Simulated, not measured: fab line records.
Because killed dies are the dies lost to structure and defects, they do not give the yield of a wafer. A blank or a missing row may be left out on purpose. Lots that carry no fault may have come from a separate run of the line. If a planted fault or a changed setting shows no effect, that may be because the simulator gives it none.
Problem report in the 8D (eight disciplines) form, filled by code ; flow sky130 ; the parts of the form that need people (team, actions taken, sign-off) are left out

== 1. WHAT IS WRONG ==
killed_at_M0_to_M3 at SKY_PAD_OPEN_PROBE_99 reads a mean of 74 on 1 wafer of 1 lot; wafers without a fault read 44 with a standard deviation of 7.3. That puts it +4.1 standard deviations away from the usual mean.
First observed at day 50 11:24: wafer L696.3, on prober-01. Wafers with a number at this step in the record: 36, from 12 lots. Rule for "out" (also "out of limits"): further than 4 standard deviations from the usual mean. The other wafers with a number count as sound.

== 2. WHAT IT IS, AND WHAT IT ISN'T ==
question;is;is not
which readings at this step;killed_at_M0_to_M3;killed_at_M4_up, killed at contacts, killed at front end, killed at other, killed open, killed short, sort_bin_6_memory
which lots;L696;L677, L678, L680, L684, L685, L686, L687, L688, L689, L690, L699
which wafers of those lots;L696.3;L696.1, L696.6
read on which tools;prober-01;prober-02
when;from day 50 11:24;"up to then (31 sound wafers); but 4 sound wafers of L696, L699 came after"

== 3. SUSPECTS, AND WHAT RULES EACH OUT ==
Counting: any tool at a process step up to the reading remains a suspect provided it ran every lot that is out. Sound lots after the first of them don't rule it out here, since some wafers of a struck lot are sound.
- pvd sputter-01 at SKY_METAL3_SPUTTER_02 (material AlCu, target thk 735 nm, time 39.1 s): kept. The lot that is out, L696, ran on it at day 42 11:16; the last sound lot it ran before that was L689, at day 40 12:29.
- plasma asher-02 at SKY_PAD_OPEN_STRIP_08 (strips in O2/N2): kept. The lot that is out, L696, ran on it at day 50 09:05; the last sound lot it ran before that was L684, at day 47 15:14.
- prober-01 at SKY_PAD_OPEN_PROBE_99: kept. The lot that is out, L696, ran on it at day 50 11:18; the last sound lot it ran before that was L689, at day 49 03:21. On those wafers its own readings are out: killed_at_M0_to_M3.
Still standing after the count: pvd sputter-01 at SKY_METAL3_SPUTTER_02, plasma asher-02 at SKY_PAD_OPEN_STRIP_08, prober-01 at SKY_PAD_OPEN_PROBE_99.

== 4. THE CAUSE (what the simulator had put in) ==
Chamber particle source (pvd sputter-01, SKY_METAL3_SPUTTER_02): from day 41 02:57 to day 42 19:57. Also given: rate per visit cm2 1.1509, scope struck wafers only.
3 suspects survive the count, and this tool is in that group.

== 5. THE CHAIN OF EFFECTS, in route order ==
One row per reading whose mean, taken over the struck wafers that have a number, lies over 3 standard deviations from the usual. Scope: only readings with a usual standard deviation given in the record; hours: median across lots of the time from each lot's start at the first step in this table that gives one to its start at this step; sigmas: change in usual standard deviations.
hours;step;reading;usual;on struck wafers;change;sigmas
0;SKY_PAD_OPEN_PROBE_99;defect limited yield;82.1 %;75.6;-6.5;-3.4
0;SKY_PAD_OPEN_PROBE_99;killed_at_M0_to_M3;44;74;+30;+4.1
0;SKY_PAD_OPEN_PROBE_99;killed dies;88;120;+32;+3.4
0;SKY_PAD_OPEN_PROBE_99;sort n pass;404;372;-32;-3.4
0;SKY_PAD_OPEN_PROBE_99;sort yield pct;82.1 %;75.6;-6.5;-3.4
Its process steps:
- SKY_PAD_OPEN_PROBE_99

== 6. HOW IT WOULD HAVE BEEN CAUGHT EARLIER ==
In this record the first reading out of limits was taken at day 50 11:24, 224 hours after the fault began at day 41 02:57.
Of the tool readings at SKY_METAL3_SPUTTER_02 for which the record gives a usual standard deviation, none was out on any struck wafer, so an alarm limit of 4 standard deviations on them would not have fired.
All the lots that are out (1) had begun SKY_METAL3_SPUTTER_02 on pvd sputter-01 by day 50 11:24. None of them would have been spared by holding the tool at that moment.
